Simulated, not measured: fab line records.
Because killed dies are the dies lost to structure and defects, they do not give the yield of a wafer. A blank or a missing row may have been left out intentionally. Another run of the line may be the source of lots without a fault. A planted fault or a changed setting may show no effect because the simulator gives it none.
Chamber matching || flow sfq_line || 4 sister chambers for SFQ_TRILAYER_I5_BARC_OPEN_VIA_ETCH_200 on rie_diel-01
The step etches BARC in O2, target depth 125 nm, time 41.7 s. 8 wafers are shown with their chamber, then 7 later ones without.

WAFERS, EACH WITH ITS CHAMBER
{"wafer": "L382.3", "chamber": 2, "drypump_motor_current_A (A)": 5.6, "oes_product_au (a.u.)": 0.675}
{"wafer": "L386.5", "chamber": 1, "drypump_motor_current_A (A)": 5.8, "oes_product_au (a.u.)": 0.691}
{"wafer": "L394.4", "chamber": 1, "drypump_motor_current_A (A)": 5.8, "oes_product_au (a.u.)": 0.683}
{"wafer": "L395.2", "chamber": 2, "drypump_motor_current_A (A)": 5.7, "oes_product_au (a.u.)": 0.679}
{"wafer": "L395.5", "chamber": 0, "drypump_motor_current_A (A)": 5.8, "oes_product_au (a.u.)": 0.685}
{"wafer": "L395.6", "chamber": 3, "drypump_motor_current_A (A)": 5.1, "oes_product_au (a.u.)": 0.686}
{"wafer": "L396.2", "chamber": 0, "drypump_motor_current_A (A)": 5.9, "oes_product_au (a.u.)": 0.679}
{"wafer": "L396.3", "chamber": 3, "drypump_motor_current_A (A)": 5.1, "oes_product_au (a.u.)": 0.676}

WAFERS WITH NO CHAMBER GIVEN
{"wafer": "L396.5", "drypump_motor_current_A (A)": 5.7, "oes_product_au (a.u.)": 0.685}
{"wafer": "L398.1", "drypump_motor_current_A (A)": 5.8, "oes_product_au (a.u.)": 0.685}
{"wafer": "L398.3", "drypump_motor_current_A (A)": 5.8, "oes_product_au (a.u.)": 0.682}
{"wafer": "L398.6", "drypump_motor_current_A (A)": 5.9, "oes_product_au (a.u.)": 0.684}
{"wafer": "L400.3", "drypump_motor_current_A (A)": 5.9, "oes_product_au (a.u.)": 0.682}
{"wafer": "L400.4", "drypump_motor_current_A (A)": 5.6, "oes_product_au (a.u.)": 0.682}
{"wafer": "L400.5", "drypump_motor_current_A (A)": 5.8, "oes_product_au (a.u.)": 0.687}

EACH ONE'S CHAMBER
{"wafer": "L396.5", "from the rows above": "can't be placed: 2 or 1 or 0", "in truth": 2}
{"wafer": "L398.1", "from the rows above": "can't be placed: 1 or 0", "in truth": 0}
{"wafer": "L398.3", "from the rows above": "can't be placed: 1 or 0", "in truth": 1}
{"wafer": "L398.6", "from the rows above": "can't be placed: 0 or 1", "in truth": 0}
{"wafer": "L400.3", "from the rows above": "can't be placed: 0 or 1", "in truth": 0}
{"wafer": "L400.4", "from the rows above": 2, "in truth": 2}
{"wafer": "L400.5", "from the rows above": "can't be placed: 1 or 0", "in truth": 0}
Correctly placed: 1 of 7. From these rows, 6 cannot be placed; in 6 the true chamber is one of the candidates. 0 placed wrongly.
How it was worked out, from the rows above alone: a wafer's distance from a chamber is the root of the sum, over the readings, of the square of ((its reading less the chamber's mean) divided by the reading's scatter). If the next closest chamber is less than 2 further off than the closest, the wafer can't be placed; otherwise it belongs to the closest. For every chamber, the mean is computed from those of its wafers that are shown. The scatter: take each reading less its chamber's mean, square it, sum over the shown wafers, divide by the number of wafers less the number of chambers, and take the root.
